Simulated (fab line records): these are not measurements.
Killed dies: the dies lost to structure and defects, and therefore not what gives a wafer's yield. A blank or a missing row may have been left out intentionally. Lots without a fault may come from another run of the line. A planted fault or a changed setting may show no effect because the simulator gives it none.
Matching of chambers / flow sky130 / SKY_LI_CONTACT_HDPCVD_00 on hdpcvd-01: 3 sister chambers
The step deposits PSG, target thk 930 nm, time 155 s. 6 wafers are shown with their chamber, then 7 later ones without.

WAFERS PAIRED WITH THEIR CHAMBERS
wafer=L593.6; chamber=1; sih4FlowSccm (sccm)=59.98
wafer=L595.1; chamber=0; sih4FlowSccm (sccm)=59.86
wafer=L595.2; chamber=1; sih4FlowSccm (sccm)=60.14
wafer=L595.3; chamber=2; sih4FlowSccm (sccm)=59.93
wafer=L597.1; chamber=0; sih4FlowSccm (sccm)=59.81
wafer=L597.3; chamber=2; sih4FlowSccm (sccm)=59.93

WAFERS MISSING THEIR CHAMBER
wafer=L597.4; sih4FlowSccm (sccm)=60.22
wafer=L600.4; sih4FlowSccm (sccm)=60.17
wafer=L600.5; sih4FlowSccm (sccm)=59.92
wafer=L600.6; sih4FlowSccm (sccm)=59.63
wafer=L601.1; sih4FlowSccm (sccm)=60.23
wafer=L601.4; sih4FlowSccm (sccm)=60.37
wafer=L601.6; sih4FlowSccm (sccm)=60.02

THE CHAMBER EACH PASSED THROUGH
wafer=L597.4; from the rows above=can't be placed: 1 or 2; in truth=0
wafer=L600.4; from the rows above=can't be placed: 1 or 2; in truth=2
wafer=L600.5; from the rows above=can't be placed: 2 or 0 or 1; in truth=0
wafer=L600.6; from the rows above=can't be placed: 0 or 2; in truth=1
wafer=L601.1; from the rows above=can't be placed: 1 or 2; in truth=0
wafer=L601.4; from the rows above=can't be placed: 1 or 2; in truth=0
wafer=L601.6; from the rows above=can't be placed: 1 or 2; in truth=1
Correctly placed: 0 of 7. Can't be placed from these rows: 7 (the true chamber is among the candidates in 3). Number placed wrongly: 0.
How it was worked out, from the rows above alone: a wafer's distance from a chamber is the root of the sum, over the readings, of the square of ((its reading less the chamber's mean) divided by the reading's scatter). If the next closest chamber is less than 2 further off than the closest, the wafer can't be placed; otherwise it belongs to the closest. A chamber's mean is the mean of its shown wafers. The scatter: take each reading less its chamber's mean, square it, sum over the shown wafers, divide by the number of wafers less the number of chambers, and take the root.
